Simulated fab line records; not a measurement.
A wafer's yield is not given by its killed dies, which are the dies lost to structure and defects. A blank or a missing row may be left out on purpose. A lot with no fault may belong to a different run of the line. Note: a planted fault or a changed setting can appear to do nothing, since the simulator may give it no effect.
A struck lot beside a sound one -- flow sky130 -- 4 out of 708 route steps
Sound: the wafers L265.1, L265.5, L265.6. Wafers L271.1, L271.4, L271.5 were the ones struck. The cause is given at the end.
Order at every step that has rows: each side's tool, ch and its chambers, its first start. Under that, the readings that differ: sound wafers -- struck wafers -- difference of the means -- sigmas: that difference in standard deviations of wafers without a fault.
alike: words and numbers the same on both sides, and readings whose means are apart by under 2 such deviations; not compared: readings that were withheld, readings missing a value for some wafer, numbers with overlapping values and no deviation given by the record, and bounds like >300 which may hide the same value.
A row with sigmas, a row that says differs or no value, or rows on one side alone: a step with any of these is where the two part. Numbers that have no deviation but don't overlap get no sigmas and don't part them. Lack of a reading on every wafer of one side parts them only where that side has two or more wafers.

SKY_FIELD_ISO_BOW_MEAS_00:
  sound on filmMetro-01, day 2 11:00; struck on filmMetro-04, day 3 17:00
  alike: INCOMING_BOW
SKY_FIELD_ISO_OXIDATION_01: stabilise 600 s, purge 300 s, target thk 12 nm.
  sound on furnace-02 ch 0, day 2 12:19; struck on furnace-01, day 3 17:07
  no value came back on the struck wafers for oxTempC (C), oxTempCMax, zonePowerTopPct (%); on the sound wafers oxTempC (C) reads 900.2 899.3 899.9
then, 1 step without rows for these wafers: SKY_FIELD_ISO_CVD_03 (deposits Si3N4 from DCS/NH3, target thk 165 nm, time 2830 s).
-- here the record skips 45 days between the struck wafers' starts before and after, leaving off in module FIELD_ISO and picking up in module PAD_OPEN (first step shown: number 708 of the route) --
SKY_PAD_OPEN_PROBE_99:
  sound on prober-02, day 47 02:34; struck on prober-02, day 48 10:27
reading,sound,struck,difference,sigmas
model.etest.pfet_16v.rOnOhmUm,1.519e+04 1.521e+04 1.511e+04,1.484e+04 1.463e+04 1.477e+04,-4.233e+02,
model.etest.resIsoPwell.rsOhmSq,3026 3063 3001,3140 3074 3171,+98,
model.etest.capLiToPoly.cAfUm2,97.5 96.44 96.2,93.37 92.25 92.5,-4.01,
model.etest.fieldP.vtV (V),-40.59 -40.95 -40.47,-37.38 -36.84 -37.37,+3.47,
model.etest.fieldN.vtV (V),35.66 35.99 35.66,35.22 35.1 35.14,-0.62,
model.etest.diodePdiffFingers.leakLog10ACm2,-6.409 -6.727 -6.767,-5.956 -5.964 -5.891,+0.697,
  not compared: model.etest.resIsoPwell.lineOhmUm, model.etest.capPolyToWell.cAfUm2

## WHERE THEY PART
Only at SKY_FIELD_ISO_OXIDATION_01, within this record.

WHY: what had been put in by the simulator
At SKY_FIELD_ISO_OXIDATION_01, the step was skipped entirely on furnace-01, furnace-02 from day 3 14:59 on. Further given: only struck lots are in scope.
